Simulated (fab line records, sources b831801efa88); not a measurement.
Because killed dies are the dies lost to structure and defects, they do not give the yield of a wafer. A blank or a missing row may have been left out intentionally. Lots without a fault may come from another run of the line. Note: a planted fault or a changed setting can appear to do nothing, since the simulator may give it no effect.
One fault through the eyes of 2 desks    flow gf180mcu    every desk sees just its own numbers, and what lay behind them comes last

THE METROLOGY DESK
What the gauges read for every lot (on any tool): the sampled wafers with a number, averaged. Marked OUT: a lot whose mean sits more than 4 standard deviations from the usual mean, which makes it out of limits; the brackets give that distance.
Columns: A = cd nm at GF_HV_LDD_CD_MEAS_19, usual 400.5 nm
lot   first seen here  A
L354  day 10 23:29     398.2
L355  day 11 05:23     402.0
L358  day 12 01:07     398.4
L359  day 12 12:40     397.7
L362  day 13 06:41     401.2
L364  day 13 18:31     401.8
L369  day 15 11:46     407.7
L370  day 15 21:08     398.5
L372  day 16 07:56     408.4
L374  day 17 00:26     398.6
L376  day 17 16:01     401.5
Finding of this desk: none of the 11 lots has anything out of limits.

THE TOOL OWNER'S DESK: litho track-02
The tool's own readings at GF_HV_LDD_COAT_14 (resist thk 1000 nm): means of the sampled wafers that have a number, for each lot that ran on this tool. Marked OUT: a lot whose mean sits more than 4 standard deviations from the usual mean, which makes it out of limits; the brackets give that distance.
Columns: A = spin speed rpm at GF_HV_LDD_COAT_14, usual 2999.8 rpm
lot   first seen here  A
L354  day 10 14:14     3000.0
L355  day 10 20:04     3000.5
L362  day 12 20:49     2998.9
L364  day 13 08:05     3000.0
L369  day 15 01:02     3624.0 (+99 or more) OUT
L372  day 15 20:35     3626.9 (+99 or more) OUT
Finding of this desk: L369, L372 out of limits; the first was L369 at day 15 01:02, on spin speed rpm at GF_HV_LDD_COAT_14. In limits: L354, L355, L362, L364.

BROUGHT TOGETHER
The tool owner's desk could have raised an alarm at day 15 01:02, on L369, L372.
Metrology desk: nothing out of limits seen.
The metrology desk has L369, L372 on record, within its limits.
Every lot named ran GF_HV_LDD_COAT_14 on litho track-02.

WHAT THE SIMULATOR PUT IN
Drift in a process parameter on litho track-02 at GF_HV_LDD_COAT_14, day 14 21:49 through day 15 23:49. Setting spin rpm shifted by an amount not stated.
Lots struck among those shown: L369, L372.
Each desk's first reading out of limits, in hours after the fault started: the tool owner's desk, 3.
